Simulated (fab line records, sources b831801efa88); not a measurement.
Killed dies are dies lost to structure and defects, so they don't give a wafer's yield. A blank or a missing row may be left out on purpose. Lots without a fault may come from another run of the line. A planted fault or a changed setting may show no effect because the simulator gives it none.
A struck lot beside a sound one | flow sky130 | 25 steps out of a route of 708
Sound: wafers L350.1, L350.2, L350.6. Struck: wafers L342.2, L342.5, L342.6. The cause comes at the end.
At each step with rows: each side's tool, then ch and its chambers, then its first start. Under that, the readings that differ: sound wafers | struck wafers | difference of the means | sigmas: that difference in standard deviations of wafers without a fault.
alike: readings whose means differ by less than 2 such deviations, and words and numbers that are the same on both sides. not compared: withheld readings, readings that some wafer has no value for, bounds like >300 that may hide the same value, and numbers for which the record gives no deviation and whose values overlap.
The two part at a step that has a row with sigmas, a row that says differs or no value, or rows on one side only. Numbers that don't overlap but have no deviation are shown without sigmas and don't part them. A reading that every wafer of one side lacks parts them only if that side has two wafers or more.

first, 10 steps without rows for these wafers: SKY_SONOS_ONO_COAT_08 (resist thk 1140 nm); SKY_SONOS_ONO_SOFTBAKE_09 (time 60 s); SKY_SONOS_ONO_EXPOSE_10 (exposes mask ONOM, target cd 410 nm); SKY_SONOS_ONO_PEB_11; SKY_SONOS_ONO_DEVELOP_12 (develop time 60 s); SKY_SONOS_ONO_ETCH_15 (etches the open film in CHF3/O2, target depth 19.52 nm, time 7.8 s); SKY_SONOS_ONO_WET_ETCH_16 (etches SiO2 in dHF, target depth 14 nm, time 280 s); SKY_SONOS_ONO_STRIP_17 (strips in O2/N2); SKY_SONOS_ONO_WET_ETCH_18 (etches Si3N4 in H3PO4, target depth 15 nm, time 172 s); SKY_GATE_OXIDE_CLEAN_00 (cleans in SC1/SC2, time 150 s).
SKY_GATE_OXIDE_OXIDATION_01: stabilise 600 s, purge 300 s, target thk 10.268 nm.
  sound on furnace-02 ch 0, day 19 12:15; struck on furnace-01 ch 0, day 17 00:41
  reading                                           | sound             | struck           | difference | sigmas
  zone_power_centre_pct (%)                         | 17.3 17.5 17.3    | 18.1 18.5 17.9   | +0.8       | +2
  model.SiO2_of_GATE_OXIDE_OXIDATION_01.thk_nm (nm) | 10.23 10.13 10.31 | 5.929 5.79 5.842 | -4.370     |
  alike: spike_tc_centre_C, spike_tc_lower_C, tube_center_temp_C, zone_power_bottom_pct
SKY_GATE_OXIDE_THK_MEAS_02:
  sound on film_metro-04, day 19 13:39; struck on film_metro-04, day 17 02:20
  reading                          | sound             | struck         | difference | sigmas
  GATE_OXIDE_OXIDATION_00_THK (nm) | 10.19 10.13 10.37 | 5.92 5.79 5.81 | -4.39      | -23
  not compared: hold
then, 9 steps without rows for these wafers: SKY_GATE_OXIDE_HMDS_04 (prime time 60 s); SKY_GATE_OXIDE_COAT_05 (resist thk 1140 nm); SKY_GATE_OXIDE_SOFTBAKE_06 (time 60 s); SKY_GATE_OXIDE_EXPOSE_07 (exposes mask LVOM, target cd 600 nm); SKY_GATE_OXIDE_PEB_08; SKY_GATE_OXIDE_DEVELOP_09 (develop time 60 s); SKY_GATE_OXIDE_IMPLANT_11; SKY_GATE_OXIDE_WET_ETCH_12 (etches SiO2 in dHF, target depth 16.8 nm, time 336 s); SKY_GATE_OXIDE_STRIP_13 (strips in O2/N2).
SKY_GATE_OXIDE_TW_MEAS_14:
  sound on film_metro-01, day 20 21:42; struck on film_metro-04, day 18 07:16
  alike: GATE_OXIDE_TW
  not compared: hold
SKY_GATE_OXIDE_OXIDATION_16: stabilise 600 s, purge 300 s, target thk 3.57 nm.
  sound on furnace-01 ch 0, day 20 21:49; struck on furnace-01 ch 0, day 18 09:32
  reading                                           | sound             | struck            | difference | sigmas
  model.SiO2_of_GATE_OXIDE_OXIDATION_01.thk_nm (nm) | 11.61 11.54 11.72 | 7.649 7.527 7.582 | -4.037     |
  alike: spike_tc_centre_C, spike_tc_lower_C, tube_center_temp_C, zone_power_bottom_pct, zone_power_centre_pct
then, 1 step without rows for these wafers: SKY_POLY_GATE_CVD_00 (deposits poly-Si, target thk 180 nm, time 720 s).
-- the record jumps here: 31 days lie between the struck wafers' starts before and after (it left off in module POLY_GATE and takes up again in module PAD_OPEN, whose first step shown is number 708 of the route) --
SKY_PAD_OPEN_PROBE_99:
  sound on prober-01, day 50 13:20; struck on prober-01, day 49 03:47
  reading                                | sound                         | struck                        | difference | sigmas
  model.etest.nfet_16v.r_on_ohm_um       | 1.429e+04 1.423e+04 1.435e+04 | 1.201e+04 1.21e+04 1.206e+04  | -2.233e+03 |
  model.etest.pfet_16v.r_on_ohm_um       | 1.47e+04 1.482e+04 1.504e+04  | 1.393e+04 1.431e+04 1.408e+04 | -7.467e+02 |
  model.etest.pfet_g5v0d10v5.r_on_ohm_um | 4767 4723 4752                | 3881 3833 3908                | -873       |
  model.etest.tip_sonos.rs_ohm_sq        | 2610 2640 2646                | 2038 2055 2017                | -595       |
  model.etest.nfet_g5v0d10v5.r_on_ohm_um | 1890 1875 1890                | 1522 1501 1498                | -378       |
  model.etest.nfet_g5v0d10v5.drive_ua_um | 601.1 611.5 597.4             | 888.3 895.5 893.3             | +289.0     |
  model.etest.nfet_05v0_nvt.drive_ua_um  | 573.8 577.1 569.4             | 804.4 813.4 805.6             | +234.4     |
  model.etest.tip_p.rs_ohm_sq            | 6919 6935 6938                | 6691 6736 6648                | -239       |
  alike: killed_at_M0_to_M3, killed_at_M4_up, killed_at_contacts, killed_at_front_end, killed_at_other, killed_dies, killed_on_rim, killed_open, killed_short

WHERE THEY PART
First at SKY_GATE_OXIDE_OXIDATION_01; last, within this record, at SKY_GATE_OXIDE_THK_MEAS_02. Later steps at which nothing parts them and some readings are alike: SKY_GATE_OXIDE_TW_MEAS_14, SKY_GATE_OXIDE_OXIDATION_16, SKY_PAD_OPEN_PROBE_99.

WHY: what the simulator had put in
Process parameter drift: furnace-01, from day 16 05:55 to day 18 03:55, at SKY_GATE_OXIDE_OXIDATION_01. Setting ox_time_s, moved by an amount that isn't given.
